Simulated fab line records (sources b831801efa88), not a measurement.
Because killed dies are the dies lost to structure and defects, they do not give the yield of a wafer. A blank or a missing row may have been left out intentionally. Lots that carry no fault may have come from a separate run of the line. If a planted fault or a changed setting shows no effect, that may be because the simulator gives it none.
A struck lot beside a sound one | flow sky130 | 15 out of 708 route steps
Sound: wafers L243.1, L243.3, L243.6. The struck wafers were L260.4, L260.5, L260.6. The cause is named last.
Order at every step that has rows: each side's tool, ch and its chambers, its first start. Under that, the readings that differ: sound wafers | struck wafers | difference of the means | sigmas: that difference in standard deviations of wafers without a fault.
alike: words and numbers the same on both sides, and readings whose means are apart by under 2 such deviations; not compared: readings that were withheld, readings missing a value for some wafer, numbers with overlapping values and no deviation given by the record, and bounds like >300 which may hide the same value.
A row with sigmas, a row that says differs or no value, or rows on one side alone: a step with any of these is where the two part. Numbers that have no deviation but don't overlap get no sigmas and don't part them. A reading missing from all wafers of one side parts the sides only when that side holds two or more wafers.

first, 8 steps without rows for these wafers: SKY_METAL3_DEHYDRATE_05 (time 60 s); SKY_METAL3_HMDS_06 (prime time 60 s); SKY_METAL3_COAT_07 (resist thk 60 nm); SKY_METAL3_COAT_08 (resist thk 1140 nm); SKY_METAL3_SOFTBAKE_09 (time 90 s); SKY_METAL3_EXPOSE_10 (exposes mask MM3, target cd 300 nm); SKY_METAL3_PEB_11; SKY_METAL3_DEVELOP_12 (develop time 60 s).
SKY_METAL3_CD_MEAS_13: target cd 300 nm.
  sound: cd sem-02 at day 40 16:33; struck: cd sem-01 at day 45 09:40
  reading    | sound             | struck            | difference | sigmas
  cd nm (nm) | 297.6 298.2 299.2 | 301.4 303.0 303.6 | +4.3       | +3
SKY_METAL3_OVL_MEAS_14:
  sound: overlay-01 at day 40 16:40; struck: overlay-01 at day 45 09:44
  alike: METAL3_OVL
SKY_METAL3_DESCUM_15: chemistry O2, time 8 s.
  sound on rie metal-01 ch 0,1, day 40 16:43; struck on rie metal-01 ch 0,1, day 45 09:46
  alike: drypump motor current A, oes product au, temp c
  not compared: rf hours counter h
SKY_METAL3_ETCH_16: etches BARC in N2/H2, stops on SiO2, time 88.2 s, target depth 60 nm.
  sound on rie metal-01 ch 0,1, day 40 16:44; struck on rie metal-01 ch 0,1, day 45 09:49
  alike: drypump motor current A, oes product au, throttle valve pct
  not compared: rf hours counter h
SKY_METAL3_ETCH_17: etches SiO2 in C4F8/O2/Ar, stops on TiN, time 3.9 s, target depth 15 nm.
  sound on rie diel-03 ch 0,2,3, day 40 16:50; struck on rie diel-01 ch 1,2,3, day 45 09:53
  alike: oes product au
  not compared: rf hours counter h, model.TiN_of_METAL3_SPUTTER_04.thk nm
SKY_METAL3_METAL_ETCH_18: etches the open film in Cl2/BCl3, stops on SiO2, target depth 845 nm, time 183.1 s.
  sound on rie metal-03 ch 1, day 40 16:51; struck on rie metal-03 ch 0,1, day 45 09:58
  alike: drypump motor current A, oes product au, throttle valve pct
  not compared: rf hours counter h
SKY_PAD_OPEN_PROBE_99:
  rows exist in the record for the sound wafers here (prober-02, day 47 14:46), none for the struck ones

WHERE THEY PART
First at SKY_METAL3_CD_MEAS_13; last, within this record, at SKY_PAD_OPEN_PROBE_99.

WHY: the cause the simulator had injected
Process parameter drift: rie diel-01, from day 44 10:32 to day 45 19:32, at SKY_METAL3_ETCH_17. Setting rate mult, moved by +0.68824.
